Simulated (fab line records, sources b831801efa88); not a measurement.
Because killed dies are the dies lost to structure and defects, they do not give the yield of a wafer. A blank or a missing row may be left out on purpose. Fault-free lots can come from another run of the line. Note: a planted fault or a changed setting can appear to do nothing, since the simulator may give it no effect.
Shared-tool check	flow gf180mcu	Sample size 13 lots and 39 wafers

THE REASON FOR OPENING IT
GF_HV_LDD_TW_MEAS_11, reading HV_LDD_TW: flagged on 3 of 13 lots. No-fault wafers: 2417, standard deviation 23.
Rule: flag the lot when none of its wafers has a number, or when each of its wafers that has one lies beyond 4 standard deviations from that mean. As for the other lots, they are considered sound.

lot	measured	on	HV_LDD_TW, wafer by wafer	flag
L692	day 10 06:13	film_metro-03	2412 2425 2428	
L693	day 10 17:07	film_metro-04	2392 2396 2412	
L694	day 10 20:16	film_metro-04	2396 2409 2381	
L695	day 11 03:10	film_metro-04	2374 2391 2373	
L696	day 11 16:10	film_metro-02	2432 2420 2428	
L698	day 12 05:40	film_metro-03	2426 2420 2437	
L701	day 12 23:28	film_metro-03	2420 2429 2424	
L702	day 13 06:40	film_metro-04	2405 2402 2396	
L703	day 13 11:47	film_metro-02	2440 2440 2432	
L705	day 14 06:40	film_metro-03	2429 2439 2435	
L710	day 15 13:55	film_metro-02	1909 1902 1906	FLAGGED
L711	day 15 19:16	film_metro-03	1911 1911 1902	FLAGGED
L712	day 16 04:31	film_metro-04	1868 1867 1873	FLAGGED
Average over the flagged lots: 1894; offset from the usual -523, equal to -23 standard deviations.

WHICH TOOL RAN EACH LOT
Before the reading, the record contains 2 process steps out of a 602-step route. Cell contents, in order: the tool; ch with the chambers the sampled wafers went through; the start.
lot	flag	GF_HV_LDD_IMPLANT_09	GF_HV_LDD_STRIP_10
L692		implanter-03 ch 0, day 10 05:58	plasma_asher-02 ch 0,1, day 10 06:07
L693		implanter-01 ch 0, day 10 16:53	plasma_asher-02 ch 0,1, day 10 17:01
L694		implanter-02 ch 0, day 10 20:01	plasma_asher-04 ch 0,1, day 10 20:10
L695		implanter-01 ch 0, day 11 02:56	plasma_asher-01 ch 0,1, day 11 03:04
L696		implanter-02 ch 0, day 11 15:55	plasma_asher-02 ch 0,1, day 11 16:03
L698		implanter-02 ch 0, day 12 05:25	plasma_asher-01 ch 0,1, day 12 05:34
L701		implanter-03 ch 0, day 12 23:13	plasma_asher-02 ch 0,1, day 12 23:22
L702		implanter-02 ch 0, day 13 06:25	plasma_asher-02 ch 0,1, day 13 06:34
L703		implanter-02 ch 0, day 13 11:34	plasma_asher-02 ch 0,1, day 13 11:42
L705		implanter-03 ch 0, day 14 06:25	plasma_asher-04 ch 0,1, day 14 06:34
L710	FLAGGED	implanter-02 ch 0, day 15 13:41	plasma_asher-04 ch 0, day 15 13:49
L711	FLAGGED	implanter-03 ch 0, day 15 19:02	plasma_asher-04 ch 0,1, day 15 19:10
L712	FLAGGED	implanter-02 ch 0, day 16 04:16	plasma_asher-01 ch 0,1, day 16 04:25
What is done by these steps:
- GF_HV_LDD_IMPLANT_09
- GF_HV_LDD_STRIP_10: strips in O2/N2.
- GF_HV_LDD_TW_MEAS_11

FLAGGED AGAINST TOTAL, ONE TOOL AT A TIME (gauges that did the reading follow at the end)
step	tool	lots run	flagged	share of the flagged lots	sound lots run after its first flagged lot
GF_HV_LDD_IMPLANT_09	implanter-01	2	0	none	-
GF_HV_LDD_IMPLANT_09	implanter-02	7	2	some	0
GF_HV_LDD_IMPLANT_09	implanter-03	4	1	some	0
GF_HV_LDD_STRIP_10	plasma_asher-01	3	1	some	0
GF_HV_LDD_STRIP_10	plasma_asher-02	6	0	none	-
GF_HV_LDD_STRIP_10	plasma_asher-04	4	2	some	0
GF_HV_LDD_TW_MEAS_11	film_metro-02	3	1	some	0
GF_HV_LDD_TW_MEAS_11	film_metro-03	5	1	some	0
GF_HV_LDD_TW_MEAS_11	film_metro-04	5	1	some	0

WHAT THE TABLE PERMITS
No row of the table ran every flagged lot.

WHAT HAD BEEN PUT IN BY THE SIMULATOR
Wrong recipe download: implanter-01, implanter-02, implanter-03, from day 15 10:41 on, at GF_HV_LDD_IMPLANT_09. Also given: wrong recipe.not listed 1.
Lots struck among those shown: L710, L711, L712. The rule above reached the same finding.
